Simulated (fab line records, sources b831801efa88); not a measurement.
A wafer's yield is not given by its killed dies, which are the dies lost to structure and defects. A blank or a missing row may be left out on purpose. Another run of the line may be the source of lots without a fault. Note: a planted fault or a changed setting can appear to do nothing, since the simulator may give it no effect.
2 desks, one fault || flow sfq-line || each desk has only its own numbers; what lay behind them comes last

THE TOOL OWNER'S DESK: rie-metal-02
The tool's own readings at SFQ_TRILAYER_M6_BARC_OPEN_METAL_ETCH_206 (etches BARC in O2, target depth 125 nm, time 41.7 s): means of the sampled wafers that have a number, for each lot that ran on this tool. Marked OUT: a lot whose mean sits more than 4 standard deviations from the usual mean, which makes it out of limits; the brackets give that distance.
Columns: A = bias-w at SFQ_TRILAYER_M6_BARC_OPEN_METAL_ETCH_206, usual 80.03 W; B = drypump-motor-current-A at SFQ_TRILAYER_M6_BARC_OPEN_METAL_ETCH_206, usual 6.0 A; C = oes-product-au at SFQ_TRILAYER_M6_BARC_OPEN_METAL_ETCH_206, usual 0.684 a.u.; D = rf-fwd-power-W at SFQ_TRILAYER_M6_BARC_OPEN_METAL_ETCH_206, usual 593.0 W
{"lot": "L225", "first seen here": "day 77 05:07", "A": 80.00, "B": 6.3, "C": 0.686, "D": 592.3}
{"lot": "L230", "first seen here": "day 81 18:37", "A": 79.96, "B": 5.8, "C": 0.685, "D": 589.4}
{"lot": "L238", "first seen here": "day 86 09:09", "A": 80.00, "B": 5.9, "C": 0.686, "D": "832.2 (+85) OUT"}
{"lot": "L240", "first seen here": "day 86 11:33", "A": 80.14, "B": 5.9, "C": 0.686, "D": "830.4 (+85) OUT"}
This desk's finding: out of limits on L238, L240; first on L238, day 86 09:09 (rf-fwd-power-W at SFQ_TRILAYER_M6_BARC_OPEN_METAL_ETCH_206). In limits: L225, L230.

THE METROLOGY DESK
What the gauges read for every lot (on any tool): the sampled wafers with a number, averaged. Marked OUT: a lot whose mean sits more than 4 standard deviations from the usual mean, which makes it out of limits; the brackets give that distance.
Columns: A = M6_NB_RS at SFQ_M6_RS_MEAS_938, usual 0.889 ohm/sq; B = M6_OVL at SFQ_M6_OVL_MEAS_940, usual 1 nm
{"lot": "L225", "first seen here": "day 72 04:38", "A": 0.889, "B": 6}
{"lot": "L230", "first seen here": "day 77 09:43", "A": 0.889, "B": 1}
{"lot": "L232", "first seen here": "day 79 20:32", "A": 0.875, "B": -12}
{"lot": "L238", "first seen here": "day 81 13:01", "A": 0.895, "B": 3}
{"lot": "L240", "first seen here": "day 81 16:35", "A": 0.896, "B": 2}
{"lot": "L243", "first seen here": "day 82 20:53", "A": 0.885, "B": -5}
Result from this desk: across the 6 lots, nothing is out of limits.

PUT TOGETHER
The tool owner's desk could have raised an alarm at day 86 09:09, on L238, L240.
At the metrology desk, nothing out of limits was observed.
The metrology desk holds a record of L238, L240, inside its limits.
On rie-metal-02, each named lot ran SFQ_TRILAYER_M6_BARC_OPEN_METAL_ETCH_206.

WHAT THE SIMULATOR HAD PUT IN
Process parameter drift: rie-metal-02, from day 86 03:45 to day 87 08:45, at SFQ_TRILAYER_M6_BARC_OPEN_METAL_ETCH_206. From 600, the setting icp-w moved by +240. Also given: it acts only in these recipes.
Shown lots that were struck: L238, L240.
Time in hours from fault onset to the first out-of-limits reading at each desk: the tool owner's desk, 5.
